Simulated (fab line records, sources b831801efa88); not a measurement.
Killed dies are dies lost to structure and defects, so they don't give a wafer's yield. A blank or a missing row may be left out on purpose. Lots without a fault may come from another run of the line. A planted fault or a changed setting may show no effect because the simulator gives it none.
Split-lot experiment | flow gf180mcu | 5 lots, 23 wafers read, on a route of 602 steps

THE SPLIT
At GF_VT_IMPLANT_COAT_13 (resist thk 1000 nm), the setting resist_thk_nm was moved away from the recipe's 1000 nm on 8 of the 23 wafers read, by -4.3% to +2.2%. The other wafers ran this setting at the recipe's value.

The reading is taken at the split's own step.

THE READING
NOVOLAK_of_VT_IMPLANT_COAT_13.thk_nm (the simulator's own value, which no gauge read), in nm, at GF_VT_IMPLANT_COAT_13 (resist thk 1000 nm). The file gives no usual value for it. The 15 wafers here that ran the recipe average 1000.7 nm, standard deviation 2 nm.

wafer  | tool, chamber at the split | resist_thk_nm as run, nm | against the recipe | NOVOLAK_of_VT_IMPLANT_COAT_13.thk_nm, nm | against lot-mates on the recipe
L076.1 | litho_track-01, 0          | 1000                     | recipe             | 1004                                     | -
L076.4 | litho_track-01, 0          | 1000                     | recipe             | 1001                                     | -
L076.5 | litho_track-01, 0          | 1000                     | recipe             | 1002                                     | -
L077.1 | litho_track-04, 0          | 1022                     | +2.2%              | 1025                                     | +25.9
L077.2 | litho_track-04, 0          | 1000                     | recipe             | 998.8                                    | -
L077.3 | litho_track-04, 0          | 1000                     | recipe             | 999.4                                    | -
L077.5 | litho_track-04, 0          | 1022                     | +2.2%              | 1022                                     | +22.9
L077.6 | litho_track-04, 0          | 1022                     | +2.2%              | 1022                                     | +22.9
L081.1 | litho_track-04, 0          | 1000                     | recipe             | 998.6                                    | -
L081.2 | litho_track-04, 0          | 980.6                    | -1.9%              | 981.2                                    | -18.7
L081.4 | litho_track-04, 0          | 1000                     | recipe             | 1001                                     | -
L081.5 | litho_track-04, 0          | 980.6                    | -1.9%              | 982.1                                    | -17.8
L081.6 | litho_track-04, 0          | 1000                     | recipe             | 1000                                     | -
L082.1 | litho_track-02, 0          | 1000                     | recipe             | 999.7                                    | -
L082.2 | litho_track-02, 0          | 1000                     | recipe             | 999.5                                    | -
L082.3 | litho_track-02, 0          | 1000                     | recipe             | 1001                                     | -
L082.4 | litho_track-02, 0          | 1000                     | recipe             | 999                                      | -
L082.5 | litho_track-02, 0          | 1000                     | recipe             | 998.2                                    | -
L083.1 | litho_track-02, 0          | 1000                     | recipe             | 1003                                     | -
L083.2 | litho_track-02, 0          | 957.3                    | -4.3%              | 959.1                                    | -44.9
L083.3 | litho_track-02, 0          | 957.3                    | -4.3%              | 957.6                                    | -46.4
L083.4 | litho_track-02, 0          | 957.3                    | -4.3%              | 959.2                                    | -44.8
L083.6 | litho_track-02, 0          | 1000                     | recipe             | 1005                                     | -

THE FIT
A straight line over all 23 wafers: NOVOLAK_of_VT_IMPLANT_COAT_13.thk_nm changes by +9.92 nm for each +1% of resist_thk_nm; r = +1.00; the points scatter about the line by 1.8 nm.
The same after taking each lot's own level away (the mean of its wafers on the recipe; 23 wafers): +10.6 nm for each +1%; r = +1.00; scatter 1.2 nm.
On that fit, the largest move of resist_thk_nm shifts the reading by 45 nm.
The lots' own levels span 999.10 to 1004.00 nm, that is 2.5 times the standard deviation above.
So the lot-to-lot level changes the slope little: the two slopes agree.
Check: with one of the wafers moved furthest among these (-4.3%) left out of the fit, the line predicts -44.9 nm for it against its lot-mates. It came out at -44.9 nm against them.

OTHER SPLITS ON THESE WAFERS
These wafers also went through other splits before the reading. Each is held against what the fit with the lots' levels taken away leaves over:
other split on the same wafers | wafers away from the commonest value | r with NOVOLAK_of_VT_IMPLANT_COAT_13.thk_nm (lot level and that fit taken away)
GF_STI_OXIDATION_01 ox_time_s  | 10                                   | +0.13
GF_STI_EXPOSE_09 dose_mj       | 2                                    | -0.16
GF_STI_PEB_10 peb_temp_c       | 11                                   | +0.25
GF_STI_WET_ETCH_26 temp_c      | 18                                   | -0.24
GF_NWELL_IMPLANT_08 energy_kev | 4                                    | +0.02
GF_MVSD_IMPLANT_08 energy_kev  | 8                                    | -0.02
GF_MVPSD_COAT_02 spin_rpm      | 7                                    | -0.17
GF_MVPSD_IMPLANT_09 dose_cm2   | 8                                    | +0.01

THE WHOLE CHAIN: every reading that the file lists as answering this split, in the file's order
step                   | what it does       | reading                                                                               | change (the file's fit)              | r (the file's)
GF_VT_IMPLANT_COAT_13  | resist thk 1000 nm | NOVOLAK_of_VT_IMPLANT_COAT_13.thk_nm (the simulator's own value, which no gauge read) | +10.5 nm for each +1% of the setting | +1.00
GF_VT_IMPLANT_STRIP_20 | strips in O2/N2    | strip_time_to_endpoint_s                                                              | withheld for each +1% of the setting | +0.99

THE FILE'S OWN FIT
NOVOLAK_of_VT_IMPLANT_COAT_13.thk_nm changes by +10.5 nm for each +1% of resist_thk_nm, r = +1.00.
